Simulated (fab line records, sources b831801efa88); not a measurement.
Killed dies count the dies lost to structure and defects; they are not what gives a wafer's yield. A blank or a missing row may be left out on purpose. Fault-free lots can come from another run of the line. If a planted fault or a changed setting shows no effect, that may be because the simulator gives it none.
The tool behind it: which one? | flow sky130 | Sampling: 11 lots, 33 wafers, 2 of 708 route steps

== WHAT THE GAUGES READ, wafer by wafer ==
SKY_POLY_GATE_THK_MEAS_21.
lot  | measured     | on            | POLY_GATE_OXIDATION_THK (nm)
L485 | day 17 03:02 | film_metro-02 | 4.08 3.99 3.96
L487 | day 17 22:12 | film_metro-02 | 3.96 4.04 4.00
L489 | day 18 03:49 | film_metro-03 | 3.99 4.00 4.04
L490 | day 18 21:25 | film_metro-04 | 4.05 4.13 4.05
L492 | day 19 08:19 | film_metro-04 | 3.87 4.01 3.95
L497 | day 21 07:38 | film_metro-04 | 2.77 2.66 2.69
L498 | day 21 14:58 | film_metro-03 | 2.65 2.62 2.55
L502 | day 23 09:27 | film_metro-02 | 3.99 3.99 4.05
L505 | day 24 03:37 | film_metro-04 | 3.80 3.84 3.81
L506 | day 24 12:13 | film_metro-03 | 4.01 4.01 4.15
L507 | day 24 19:23 | film_metro-02 | 3.98 3.86 3.90

== TOOL THAT RAN EACH LOT (tool first, then ch and the chambers of the sampled wafers, then the start) ==
lot  | SKY_POLY_GATE_OXIDATION_20
L485 | furnace-02 ch 0, day 17 01:46
L487 | furnace-01 ch 0, day 17 20:56
L489 | furnace-02 ch 0, day 18 02:33
L490 | furnace-02 ch 0, day 18 20:10
L492 | furnace-02 ch 0, day 19 07:04
L497 | furnace-02 ch 0, day 21 06:22
L498 | furnace-02 ch 0, day 21 13:43
L502 | furnace-01 ch 0, day 23 08:12
L505 | furnace-01 ch 0, day 24 02:21
L506 | furnace-02 ch 0, day 24 10:57
L507 | furnace-01 ch 0, day 24 18:08
- SKY_POLY_GATE_OXIDATION_20: stabilise 600 s, purge 300 s, target thk 4 nm.

== THE ANSWER, worked out from the rows above alone ==
Rule: usual is defined by the lots themselves. Put in order of their means at a reading, lots are off if they are a third of the lots or fewer, leave a main group of 4 or more, and stand apart from it by a gap of 3 or more times the standard deviation of the main group's means; of several such gaps the widest counts. A main group whose means are all the same, to the digits that the tables above print for the reading, isn't used. Also off: a lot with no number at a reading for which 4 or more lots have one. The other lots that the step has rows for count as sound.
Off: L497, L498, seen at SKY_POLY_GATE_THK_MEAS_21 (POLY_GATE_OXIDATION_THK). Main group: mean 3.98 nm, sd 0.075.
A tool fits if, at a process step before that reading, it ran every lot that is off, and no sound lot after the first of them. The gauges at SKY_POLY_GATE_THK_MEAS_21 are tried like those tools. Of those tried, none fits.

== WHAT HAD BEEN PUT IN BY THE SIMULATOR ==
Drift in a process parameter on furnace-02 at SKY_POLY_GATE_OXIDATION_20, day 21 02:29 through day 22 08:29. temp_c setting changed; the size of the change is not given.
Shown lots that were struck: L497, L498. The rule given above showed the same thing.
